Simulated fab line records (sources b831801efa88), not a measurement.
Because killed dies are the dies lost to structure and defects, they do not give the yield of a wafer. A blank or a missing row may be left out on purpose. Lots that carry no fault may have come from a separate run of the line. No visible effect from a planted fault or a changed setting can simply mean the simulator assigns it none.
Chamber matching ; flow gf180mcu ; cmp-01 running GF_V3_CMP_26: 4 sister chambers
The step polishes, stops on SiO2, t overpolish 15 s, target thk 0 nm. 4 wafers are shown with their chamber, then 7 later ones without.

WAFERS PAIRED WITH THEIR CHAMBERS
wafer;chamber;motorCurrentA (A)
L331.1;1;11.7
L331.3;0;9.3
L331.6;2;11.6
L334.5;3;9.3

WAFERS WHOSE CHAMBER IS MISSING
wafer;motorCurrentA (A)
L334.6;11.7
L336.1;8.9
L336.2;10.9
L336.6;9.6
L337.3;11.6
L337.4;11.4
L337.5;9.3

WHICH CHAMBER EACH WENT THROUGH
wafer;from the rows above;in truth
L334.6;can't be placed: 1 or 2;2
L336.1;can't be placed: 0 or 3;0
L336.2;can't be placed: 2 or 1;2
L336.6;can't be placed: 0 or 3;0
L337.3;can't be placed: 2 or 1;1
L337.4;can't be placed: 2 or 1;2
L337.5;can't be placed: 0 or 3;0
0 of 7 placed correctly. These rows do not allow placing 7 (true chamber among the candidates in 7). Placed wrongly: 0.
How it was worked out, from the rows above alone: a wafer's distance from a chamber is the root of the sum, over the readings, of the square of ((its reading less the chamber's mean) divided by the reading's scatter). The wafer belongs to the nearest chamber; if the next one is less than 2 further off, it can't be placed. Each chamber's mean is taken over the wafers shown for it. The scatter: root of mean squared gap, hidden wafer to nearest shown wafer, with one shown wafer a chamber.
